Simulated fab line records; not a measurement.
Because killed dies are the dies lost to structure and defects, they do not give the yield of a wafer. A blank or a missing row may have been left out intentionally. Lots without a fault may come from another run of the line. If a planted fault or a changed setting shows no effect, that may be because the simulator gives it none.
Chamber matching | flow gf180mcu | rie si-01 running GF_POLY_GATE_ETCH_13: 4 sister chambers
The step etches poly-Si in HBr/Cl2, stops on SiO2, target depth 198.5 nm, time 69.6 s. 8 wafers are shown with their chamber, then 7 later ones without.

## WAFERS WITH THEIR CHAMBER
wafer  | chamber | drypump motor current A (A) | oes product au (a.u.)
L124.2 | 1       | 6.2                         | 1.009
L129.5 | 3       | 6.5                         | 0.985
L130.1 | 3       | 6.6                         | 0.988
L130.2 | 1       | 6.2                         | 0.996
L134.3 | 2       | 5.5                         | 0.991
L134.6 | 0       | 5.9                         | 0.985
L136.1 | 2       | 5.5                         | 0.991
L136.3 | 0       | 5.9                         | 0.980

## WAFERS WITH NO CHAMBER GIVEN
wafer  | drypump motor current A (A) | oes product au (a.u.)
L136.4 | 6.6                         | 0.986
L137.1 | 6.2                         | 0.994
L137.4 | 5.5                         | 1.000
L137.6 | 5.5                         | 0.988
L138.1 | 5.5                         | 0.996
L138.2 | 5.9                         | 0.983
L138.3 | 6.5                         | 0.992

## CHAMBER TAKEN BY EACH
wafer  | from the rows above | in truth
L136.4 | 3                   | 3
L137.1 | 1                   | 1
L137.4 | 2                   | 2
L137.6 | 2                   | 2
L138.1 | 2                   | 2
L138.2 | 0                   | 0
L138.3 | 3                   | 3
7 of 7 placed correctly. Not placeable from these rows: 0. 0 placed wrongly.
How it was worked out, from the rows above alone: a wafer's distance from a chamber is the root of the sum, over the readings, of the square of ((its reading less the chamber's mean) divided by the reading's scatter). The wafer belongs to the nearest chamber; if the next one is less than 2 further off, it can't be placed. For every chamber, the mean is computed from those of its wafers that are shown. The scatter: take each reading less its chamber's mean, square it, sum over the shown wafers, divide by the number of wafers less the number of chambers, and take the root.
